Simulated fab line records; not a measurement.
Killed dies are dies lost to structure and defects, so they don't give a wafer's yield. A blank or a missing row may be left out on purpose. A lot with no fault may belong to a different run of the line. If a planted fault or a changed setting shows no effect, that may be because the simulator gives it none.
Problem report in the 8D (eight disciplines) form, filled by code || flow gf180mcu || the parts of the form that need people (team, actions taken, sign-off) are left out

## 1. THE ISSUE
Wafers free of any fault read 0.1610 ohm/sq (standard deviation 0.0019) for MIM_ALCU_RS at GF_MIM_RS_MEAS_10, against a mean of 0.1415 ohm/sq on 5 wafers of 2 lots. That is -10 standard deviations from the usual mean.
The step: measures by four-point-probe.
Seen first at day 28 10:11 on film_metro-02, wafer L482.4. The record holds 29 wafers of 10 lots with a number at this step. The rule behind "out" and "out of limits": a value lying over 4 standard deviations away from the usual mean. Any other wafer with a number is counted as sound.

## 2. WHAT IT IS, AND WHAT IT ISN'T
{"question": "which readings at this step", "is": "MIM_ALCU_RS", "is not": "-"}
{"question": "which lots", "is": "L482, L485", "is not": "L473, L475, L487, L488, L490, L492, L493, L494"}
{"question": "which wafers of those lots", "is": "all that have a number", "is not": "-"}
{"question": "read on which gauges", "is": "film_metro-02", "is not": "film_metro-03"}
{"question": "when", "is": "from day 28 10:11", "is not": "up to then (6 sound wafers); but 18 sound wafers of L487, L488, L490, L492, L493, L494 came after"}

## 3. WHAT RULES OUT EACH SUSPECT
Counting: a tool at a process step up to the reading stays a suspect if it ran every lot that is out and no sound lot after the first of them.
- the gauge at GF_MIM_RS_MEAS_10 has been ruled out. All the wafers that are out were read on film_metro-02, but those of them that GF_MIM_METAL_ETCH_19 has rows for are out there too, on other tools.
- pvd_sputter-03 at GF_MIM_SPUTTER_08 (material AlCu, target thk 200 nm, time 10.6 s): ruled out as a lasting fault. Following L482 (day 28 10:04), the first lot on it that is out, the sound lots L493 were run on it.
Left after counting: nothing in the record.

## 4. THE CAUSE (what the simulator had put in)
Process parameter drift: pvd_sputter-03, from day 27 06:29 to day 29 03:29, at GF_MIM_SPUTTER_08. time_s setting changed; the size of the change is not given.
Counting ruled it out, wrongly: the rule takes a fault to strike every lot that its tool runs from its start on, and this one did not.

## 5. THE EFFECT CHAIN, in route order
Rows list readings where the struck wafers' mean (over those with a number) sits beyond 3 standard deviations from the usual. Only readings for which the record gives a usual standard deviation are gone through. hours: the time from each lot's start at the first step in this table that gives one to its start at this step, as a median over the lots. sigmas: the change in usual standard deviations.
{"hours": 0, "step": "GF_MIM_RS_MEAS_10", "reading": "MIM_ALCU_RS", "usual": "0.1610 ohm/sq", "on struck wafers": 0.1415, "change": -0.0195, "sigmas": -10}
{"hours": 3, "step": "GF_MIM_THK_MEAS_11", "reading": "MIM_ALCU_THK", "usual": "201.6 nm", "on struck wafers": 227.7, "change": "+26.1", "sigmas": "+9.7"}
{"hours": 19, "step": "GF_MIM_METAL_ETCH_19", "reading": "oes_product_au", "usual": "0.940 a.u.", "on struck wafers": 0.986, "change": "+0.046", "sigmas": "+8.0"}
{"hours": 19, "step": "GF_MIM_METAL_ETCH_19", "reading": "throttle_valve_pct", "usual": "28.285 %", "on struck wafers": 28.232, "change": -0.053, "sigmas": -5.7}
Its process steps:
- GF_MIM_METAL_ETCH_19: etches the open film in Cl2/BCl3, stops on Si3N4, target depth 324.5 nm, time 54.1 s.

## 6. WHAT WOULD HAVE CAUGHT IT SOONER
28 hours passed between the start of the fault at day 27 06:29 and the first reading out of limits at a measuring or inspecting step in this record, taken at day 28 10:11.
Of the tool readings at GF_MIM_SPUTTER_08 for which the record gives a usual standard deviation, none was out on any struck wafer, so an alarm limit of 4 standard deviations on them would not have fired.
